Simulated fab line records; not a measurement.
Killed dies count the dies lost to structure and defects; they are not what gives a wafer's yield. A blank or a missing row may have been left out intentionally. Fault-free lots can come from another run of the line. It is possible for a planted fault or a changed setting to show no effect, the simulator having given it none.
fab line records ; flow sky130
[record] lots = 11; wafers = 33; lastDay = 50
route steps=708 shown VT_ADJUST_LVTN@117 VT_ADJUST_NCORE@123 VT_ADJUST_HVTR@142
lots that met no fault: from a run of the same line without faults
startH: start of the lot's first displayed wafer, in hours after the record's first day ; waitH: time in hours since the lot's previous step ; " as in the row above ; L1.1+2: a row that stands for several wafers ; - value missing, or start not given ; * or withheld: withheld ; < > ~ a bound
route shown NAME@n: a module of which the file shows steps, and the number in the route of the first ; usual: mean/standard deviation of fault-free wafers ; same: alike in all rows ; chamber/n: place in a boat ; sites: each site's reading ; _std_site: the values' standard deviation ; _edge_site: inner sites' mean taken away from outer sites' mean ; radiusMm: how far each site lies from the wafer's centre ; mask NAME#n: copy n ; behind: the most recent tool/chamber to have shaped the wafer ; hold: why the lot went on hold/how many hours it stayed there/how the hold came to an end ; device: names the non-switching transistor (n, p or np) ; end of line: at the end of the route, the tests of the same wafers ; where a step has no rows: the recipe by itself ; killed: the dies lost at the first sort to structure and to defects; this is not the yield of the wafer ; map: dies across one wafer; x = killed, . = not, _ = none there
set.NAME: the setting the step ran with; set.NAME@STEP: the setting that earlier step ran with ; model.NAME: the simulator's own value behind a step, which no gauge read
steps of the route over a sample of lots; a table a step, a row a wafer
services: a tool's chamber out of use, with start hour (startH, from the record's first day; less than 0 if before it), hours out, and reason
[[steps]]
[step SKY_VT_ADJUST_LVTN_STRIP_20]
[recipe] chemistry = O2/N2; powerW = 1400; pressureMtorr = 1500; platenTempC = withheld; o2FlowSccm = 3000; n2FlowSccm = 300; overashFraction = 0.5
[usual] chamberPressureMTorr = 1499.8/1.3; drypumpMotorCurrentA = 5.8/0.4; n2FlowSccm = 300.0/0.83; oesProductAu = 0.716/0.0049; stripTimeToEndpointS = 14.19/0.043
[same] overashFraction = 0.5
lot.wafer;tool;chamber;startH;waitH;chamberPressureMTorr;drypumpMotorCurrentA;n2FlowSccm;oesProductAu;rfHoursCounterH;stripTimeToEndpointS
L496.1;plasmaAsher-02;0;158.45;0.1;1502.2;6.2;300.7;0.723;50;14.23
L496.2;plasmaAsher-02;1;158.45;0.1;1499.7;5.4;299.5;0.718;50;14.24
L496.5;plasmaAsher-02;1;158.45;0.1;1499.3;5.4;299.2;0.724;-;14.21
L497.1;plasmaAsher-03;1;168.19;0.1;1499.1;5.8;300.1;0.720;32;14.18
L497.2;plasmaAsher-03;0;168.19;0.1;1500.6;5.0;299.2;0.724;32;14.16
L497.3;plasmaAsher-03;1;168.19;0.1;1499.8;5.8;300.5;0.713;-;14.18
L502.2;plasmaAsher-01;1;217.24;0.1;1499.9;6.2;299.9;0.717;54;14.13
L502.4;plasmaAsher-01;1;217.24;0.1;1498.1;6.2;299.0;0.725;-;14.15
L502.5;plasmaAsher-01;0;217.24;0.1;1499.4;5.7;299.5;0.712;-;14.12
L504.1;plasmaAsher-01;1;228.10;0.1;1498.8;6.2;300.6;0.723;55;14.15
L504.4;plasmaAsher-01;0;228.10;0.1;1498.8;5.7;299.6;0.723;-;14.15
L504.5;plasmaAsher-01;0;228.10;0.1;1499.9;5.7;301.2;0.719;-;14.19
L505.3;plasmaAsher-01;1;233.63;0.1;1499.3;6.2;301.0;0.715;-;14.21
L505.4;plasmaAsher-01;0;233.63;0.1;1501.5;5.7;299.1;0.712;-;14.22
L505.6;plasmaAsher-01;0;233.63;0.1;1499.8;5.7;299.4;0.713;-;14.22
L507.1;plasmaAsher-01;0;248.35;0.1;1498.7;5.7;300.2;0.706;57;14.23
L507.5;plasmaAsher-01;1;248.35;0.1;1500.7;6.1;300.9;0.722;-;14.16
L507.6;plasmaAsher-01;0;248.35;0.1;1500.1;5.7;300.8;0.726;-;14.18
L511.1;plasmaAsher-01;0;261.25;0.1;1498.6;5.7;302.2;0.715;58;14.17
L511.4;plasmaAsher-01;1;261.25;0.1;1497.5;6.1;299.8;0.712;-;14.13
L511.5;plasmaAsher-01;0;261.25;0.1;1500.0;5.7;300.0;0.716;-;14.14
L510.1;plasmaAsher-02;1;263.40;0.1;1497.8;5.4;300.3;0.717;60;14.19
L510.2;plasmaAsher-02;0;263.40;0.1;1502.1;6.2;299.9;0.714;60;14.19
L510.5;plasmaAsher-02;0;263.40;0.1;1502.5;6.3;298.3;0.716;-;14.19
L517.2;plasmaAsher-01;0;305.64;0.1;1498.9;5.7;301.1;0.716;63;14.23
L517.3;plasmaAsher-01;1;305.64;0.1;1500.1;6.1;300.1;0.709;-;14.20
L517.6;plasmaAsher-01;1;305.64;0.1;1499.1;6.2;299.6;0.712;-;14.26
L518.1;plasmaAsher-03;1;313.44;0.1;1499.7;5.8;300.7;0.714;47;14.22
L518.3;plasmaAsher-03;1;313.44;0.1;1501.0;5.8;300.2;0.715;-;14.22
L518.5;plasmaAsher-03;0;313.44;0.1;1501.1;5.0;299.2;0.715;-;14.20
L519.2;plasmaAsher-02;0;322.75;0.1;1499.8;6.2;298.9;0.721;66;14.27
L519.3;plasmaAsher-02;1;322.75;0.1;1498.5;5.4;300.1;0.715;-;14.27
L519.5;plasmaAsher-02;1;322.75;0.1;1500.5;5.4;300.9;0.709;-;14.27
[step SKY_VT_ADJUST_NCORE_EXPOSE_04]
[recipe] maskId = LVTN_COMPLEMENT_THIN; na = 0.6; sourceShape = conventional; sigmaOuter = 0.6; polarization = unpolarized; targetCdNm = 380; doseMj = 139
[usual] reticleTempC = 23.00/0.1
lot.wafer;tool;chamber;startH;waitH;mask;reticleTempC
L496.1;ilineStepper-02;0;168.69;-;LVTN_COMPLEMENT_THIN#0;22.89
L496.2;ilineStepper-02;0;168.69;-;LVTN_COMPLEMENT_THIN#0;23.13
L496.5;ilineStepper-02;0;168.69;-;LVTN_COMPLEMENT_THIN#0;22.92
L497.1;ilineStepper-02;0;178.32;-;LVTN_COMPLEMENT_THIN#0;22.92
L497.2;ilineStepper-02;0;178.32;-;LVTN_COMPLEMENT_THIN#0;23.03
L497.3;ilineStepper-02;0;178.32;-;LVTN_COMPLEMENT_THIN#0;23.01
L502.2;ilineStepper-02;0;228.56;-;LVTN_COMPLEMENT_THIN#0;23.02
L502.4;ilineStepper-02;0;228.56;-;LVTN_COMPLEMENT_THIN#0;23.05
L502.5;ilineStepper-02;0;228.56;-;LVTN_COMPLEMENT_THIN#0;23.14
L504.1;ilineStepper-02;0;240.51;-;LVTN_COMPLEMENT_THIN#0;23.06
L504.4;ilineStepper-02;0;240.51;-;LVTN_COMPLEMENT_THIN#0;23.02
L504.5;ilineStepper-02;0;240.51;-;LVTN_COMPLEMENT_THIN#0;23.01
L505.3;ilineStepper-02;0;245.44;-;LVTN_COMPLEMENT_THIN#0;22.99
L505.4;ilineStepper-02;0;245.44;-;LVTN_COMPLEMENT_THIN#0;22.88
L505.6;ilineStepper-02;0;245.44;-;LVTN_COMPLEMENT_THIN#0;22.83
L507.1;ilineStepper-01;0;260.38;-;LVTN_COMPLEMENT_THIN#0;22.89
L507.5;ilineStepper-01;0;260.38;-;LVTN_COMPLEMENT_THIN#0;22.99
L507.6;ilineStepper-01;0;260.38;-;LVTN_COMPLEMENT_THIN#0;23.10
L511.1;ilineStepper-02;0;273.66;-;LVTN_COMPLEMENT_THIN#0;23.15
L511.4;ilineStepper-02;0;273.66;-;LVTN_COMPLEMENT_THIN#0;23.02
L511.5;ilineStepper-02;0;273.66;-;LVTN_COMPLEMENT_THIN#0;22.91
L510.1;ilineStepper-01;0;275.51;-;LVTN_COMPLEMENT_THIN#0;23.14
L510.2;ilineStepper-01;0;275.51;-;LVTN_COMPLEMENT_THIN#0;22.99
L510.5;ilineStepper-01;0;275.51;-;LVTN_COMPLEMENT_THIN#0;22.97
L517.2;ilineStepper-01;0;318.96;-;LVTN_COMPLEMENT_THIN#0;23.01
L517.3;ilineStepper-01;0;318.96;-;LVTN_COMPLEMENT_THIN#0;22.89
L517.6;ilineStepper-01;0;318.96;-;LVTN_COMPLEMENT_THIN#0;22.87
L518.1;ilineStepper-01;0;327.25;-;LVTN_COMPLEMENT_THIN#0;23.01
L518.3;ilineStepper-01;0;327.25;-;LVTN_COMPLEMENT_THIN#0;22.88
L518.5;ilineStepper-01;0;327.25;-;LVTN_COMPLEMENT_THIN#0;22.89
L519.2;ilineStepper-01;0;336.21;-;LVTN_COMPLEMENT_THIN#0;23.00
L519.3;ilineStepper-01;0;336.21;-;LVTN_COMPLEMENT_THIN#0;22.95
L519.5;ilineStepper-01;0;336.21;-;LVTN_COMPLEMENT_THIN#0;22.96
[step SKY_VT_ADJUST_NCORE_OVL_MEAS_08]
[usual] VT_ADJUST_NCORE_OVL = -1.6/1.4
lot.wafer;tool;chamber;startH;waitH;hold;VT_ADJUST_NCORE_OVL[nm]
L496.1;overlay-01;-;178.74;0.1;-;-0.3
L496.2;overlay-01;-;178.74;0.1;-;-0.7
L496.5;overlay-01;-;178.74;0.1;-;0.2
L497.1;overlay-01;-;189.16;0.1;-;-0.8
L497.2;overlay-01;-;189.16;0.1;-;-3.6
L497.3;overlay-01;-;189.16;0.1;-;-2.5
L502.2;overlay-01;-;240.33;0.1;-;-2.9
L502.4;overlay-01;-;240.33;0.1;-;-1.8
L502.5;overlay-01;-;240.33;0.1;-;-0.3
L504.1;overlay-01;-;252.12;0.1;-;-2.1
L504.4;overlay-01;-;252.12;0.1;-;-3.2
L504.5;overlay-01;-;252.12;0.1;-;-1.7
L505.3;overlay-01;-;257.43;0.1;-;1.7
L505.4;overlay-01;-;257.43;0.1;-;0.1
L505.6;overlay-01;-;257.43;0.1;-;-1.5
L507.1;overlay-02;-;272.69;0.1;-;-1.8
L507.5;overlay-02;-;272.69;0.1;-;-1.3
L507.6;overlay-02;-;272.69;0.1;-;-1.6
L511.1;overlay-02;-;286.04;0.1;awaitDispo/0.2h/release;-1.1
L511.4;overlay-02;-;286.04;0.1;awaitDispo/0.2h/release;-9.7
L511.5;overlay-02;-;286.04;0.1;awaitDispo/0.2h/release;-7.7
L511.1;overlay-02;-;286.24;0.2;-;1.8
L511.4;overlay-02;-;286.24;0.2;-;-7.0
L511.5;overlay-02;-;286.24;0.2;-;-5.4
L510.1;overlay-02;-;288.18;0.1;-;-3.0
L510.2;overlay-02;-;288.18;0.1;-;-1.7
L510.5;overlay-02;-;288.18;0.1;-;-3.5
L517.2;overlay-02;-;331.81;0.1;-;-6.0
L517.3;overlay-02;-;331.81;0.1;-;-1.7
L517.6;overlay-02;-;331.81;0.1;-;-3.4
L518.1;overlay-02;-;340.93;0.1;-;-0.3
L518.3;overlay-02;-;340.93;0.1;-;0.2
L518.5;overlay-02;-;340.93;0.1;-;0.1
L519.2;overlay-02;-;350.81;0.1;-;-2.1
L519.3;overlay-02;-;350.81;0.1;-;-2.4
L519.5;overlay-02;-;350.81;0.1;-;-1.1
[step SKY_VT_ADJUST_NCORE_STRIP_10]
[recipe] chemistry = O2/N2; powerW = 1400; pressureMtorr = 1500; platenTempC = withheld; o2FlowSccm = 3000; n2FlowSccm = 300; overashFraction = 0.5
[usual] chamberPressureMTorr = 1500.2/1.3; drypumpMotorCurrentA = 5.6/0.38; n2FlowSccm = 300.0/0.94; oesProductAu = 0.716/0.0044; stripTimeToEndpointS = 14.19/0.042
[same] overashFraction = 0.5
lot.wafer;tool;chamber;startH;waitH;chamberPressureMTorr;drypumpMotorCurrentA;n2FlowSccm;oesProductAu;rfHoursCounterH;stripTimeToEndpointS
L496.1;plasmaAsher-01;0;178.92;0.1;1499.8;5.7;299.5;0.718;50;14.19
L496.2;plasmaAsher-01;1;178.92;0.1;1500.9;6.2;298.7;0.716;50;14.19
L496.5;plasmaAsher-01;1;178.92;0.1;1499.0;6.2;299.9;0.721;-;14.22
L497.1;plasmaAsher-03;1;189.34;0.1;1500.1;5.8;300.6;0.711;35;14.22
L497.2;plasmaAsher-03;0;189.34;0.1;1500.5;4.9;299.6;0.711;35;14.24
L497.3;plasmaAsher-03;0;189.34;0.1;1499.7;5.0;299.9;0.717;-;14.18
L502.2;plasmaAsher-04;0;240.51;0.1;1501.0;5.8;301.0;0.713;11;14.14
L502.4;plasmaAsher-04;1;240.51;0.1;1499.3;5.3;301.4;0.711;-;14.19
L502.5;plasmaAsher-04;0;240.51;0.1;1499.0;5.8;299.0;0.723;-;14.23
L504.1;plasmaAsher-04;1;252.31;0.1;1503.3;5.3;298.8;0.722;13;14.18
L504.4;plasmaAsher-04;1;252.31;0.1;1501.4;5.3;299.9;0.714;-;14.15
L504.5;plasmaAsher-04;1;252.31;0.1;1502.0;5.3;301.1;0.717;-;14.13
L505.3;plasmaAsher-04;0;257.64;0.1;1499.7;5.8;299.1;0.723;-;14.21
L505.4;plasmaAsher-04;1;257.64;0.1;1499.6;5.3;298.6;0.724;-;14.22
L505.6;plasmaAsher-04;1;257.64;0.1;1499.1;5.3;300.2;0.711;-;14.17
L507.1;plasmaAsher-01;1;272.87;0.1;1499.2;6.1;300.0;0.716;59;14.22
L507.5;plasmaAsher-01;0;272.87;0.1;1502.4;5.7;300.7;0.719;-;14.20
L507.6;plasmaAsher-01;1;272.87;0.1;1500.8;6.2;300.0;0.716;-;14.24
L511.1;plasmaAsher-03;0;286.42;0.1;1500.8;5.0;301.9;0.712;44;14.20
L511.4;plasmaAsher-03;1;286.42;0.1;1500.2;5.9;300.2;0.716;-;14.19
L511.5;plasmaAsher-03;0;286.42;0.1;1501.4;5.0;301.0;0.708;-;14.22
L510.1;plasmaAsher-04;1;288.37;0.1;1501.8;5.3;300.3;0.717;16;14.26
L510.2;plasmaAsher-04;0;288.37;0.1;1499.4;5.8;300.7;0.722;16;14.23
L510.5;plasmaAsher-04;0;288.37;0.1;1498.5;5.8;301.5;0.714;-;14.19
L517.2;plasmaAsher-01;0;331.99;0.1;1501.7;5.7;301.5;0.724;63;14.20
L517.3;plasmaAsher-01;0;331.99;0.1;1500.7;5.7;299.8;0.722;-;14.15
L517.6;plasmaAsher-01;1;331.99;0.1;1501.3;6.1;298.5;0.719;-;14.23
L518.1;plasmaAsher-04;1;341.12;0.1;1498.6;5.3;298.1;0.724;21;14.17
L518.3;plasmaAsher-04;0;341.12;0.1;1500.1;5.8;301.1;0.713;-;14.26
L518.5;plasmaAsher-04;1;341.12;0.1;1501.3;5.3;299.3;0.719;-;14.22
L519.2;plasmaAsher-03;1;350.99;0.1;1498.8;5.8;299.9;0.716;51;14.11
L519.3;plasmaAsher-03;1;350.99;0.1;1498.2;5.8;300.2;0.718;-;14.17
L519.5;plasmaAsher-03;0;350.99;0.1;1499.5;5.0;300.3;0.714;-;14.16
[step SKY_VT_ADJUST_HVTR_TW_MEAS_11]
[usual] VT_ADJUST_HVTR_TW = 211.2/1
lot.wafer;tool;chamber;startH;waitH;VT_ADJUST_HVTR_TW
L496.1;filmMetro-03;-;200.76;0.1;211.2
L496.2;filmMetro-03;-;200.76;0.1;210.9
L496.5;filmMetro-03;-;200.76;0.1;210.5
L497.1;filmMetro-03;-;211.56;0.1;210.5
L497.2;filmMetro-03;-;211.56;0.1;210.2
L497.3;filmMetro-03;-;211.56;0.1;211.9
L502.2;filmMetro-01;-;264.80;0.1;209.9
L502.4;filmMetro-01;-;264.80;0.1;211.8
L502.5;filmMetro-01;-;264.80;0.1;210.6
L504.1;filmMetro-03;-;276.80;0.1;212.1
L504.4;filmMetro-03;-;276.80;0.1;211.5
L504.5;filmMetro-03;-;276.80;0.1;211.1
L505.3;filmMetro-03;-;283.13;0.1;213.0
L505.4;filmMetro-03;-;283.13;0.1;212.2
L505.6;filmMetro-03;-;283.13;0.1;211.9
L507.1;filmMetro-04;-;298.66;0.1;211.2
L507.5;filmMetro-04;-;298.66;0.1;210.2
L507.6;filmMetro-04;-;298.66;0.1;209.9
L511.1;filmMetro-01;-;312.52;0.1;213.2
L511.4;filmMetro-01;-;312.52;0.1;211.9
L511.5;filmMetro-01;-;312.52;0.1;213.4
L510.1;filmMetro-01;-;314.24;0.1;212.1
L510.2;filmMetro-01;-;314.24;0.1;212.5
L510.5;filmMetro-01;-;314.24;0.1;212.8
L517.2;filmMetro-03;-;360.58;0.1;210.7
L517.3;filmMetro-03;-;360.58;0.1;210.0
L517.6;filmMetro-03;-;360.58;0.1;211.7
L518.1;filmMetro-03;-;369.52;0.1;210.9
L518.3;filmMetro-03;-;369.52;0.1;211.0
L518.5;filmMetro-03;-;369.52;0.1;211.4
L519.2;filmMetro-03;-;379.93;0.1;210.9
L519.3;filmMetro-03;-;379.93;0.1;211.4
L519.5;filmMetro-03;-;379.93;0.1;211.1
[[services]]
tool;chamber;startH;hours;kind
ilineStepper-01;-;165.84;1.7;pm
plasmaAsher-04;-;170.68;2.0;pm
ilineStepper-01;-;172.20;2.0;repair
ilineStepper-02;-;215.69;1.7;pm
ilineStepper-02;0;320.62;-;calibration
ilineStepper-01;0;336.52;-;calibration
[[key]]
[firstSign] step = SKY_VT_ADJUST_NCORE_OVL_MEAS_08; reading = visit; direction = added
[effect] step = SKY_VT_ADJUST_NCORE_OVL_MEAS_08; reading = VT_ADJUST_NCORE_OVL; direction = down; sigmas = 5; usual = -1.6; struck = -8.7
metAt SKY_VT_ADJUST_NCORE_EXPOSE_04
struckLots L511
struckWafers L511.4,L511.5
testerLeftOut L511
notActingAt SKY_VT_ADJUST_LVTN_STRIP_20,SKY_VT_ADJUST_NCORE_STRIP_10,SKY_VT_ADJUST_HVTR_TW_MEAS_11
onsetBetween 245.44 273.66
[fault] kind = processParameterDrift; tool = ilineStepper-02; chamber = -; onsetH = 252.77; steps = SKY_VT_ADJUST_NCORE_EXPOSE_04; channel = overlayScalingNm; offset = 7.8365; shape = step; endH = 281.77; scope = struckWafersOnly
// testerLeftOut: of these lots the tester's yield and bins aren't shown, on N5 and GAA mostly nor the transistor test; their killed dies are dies lost to structure and defects alone, not to doping, threshold or leakage, so they don't give the yield
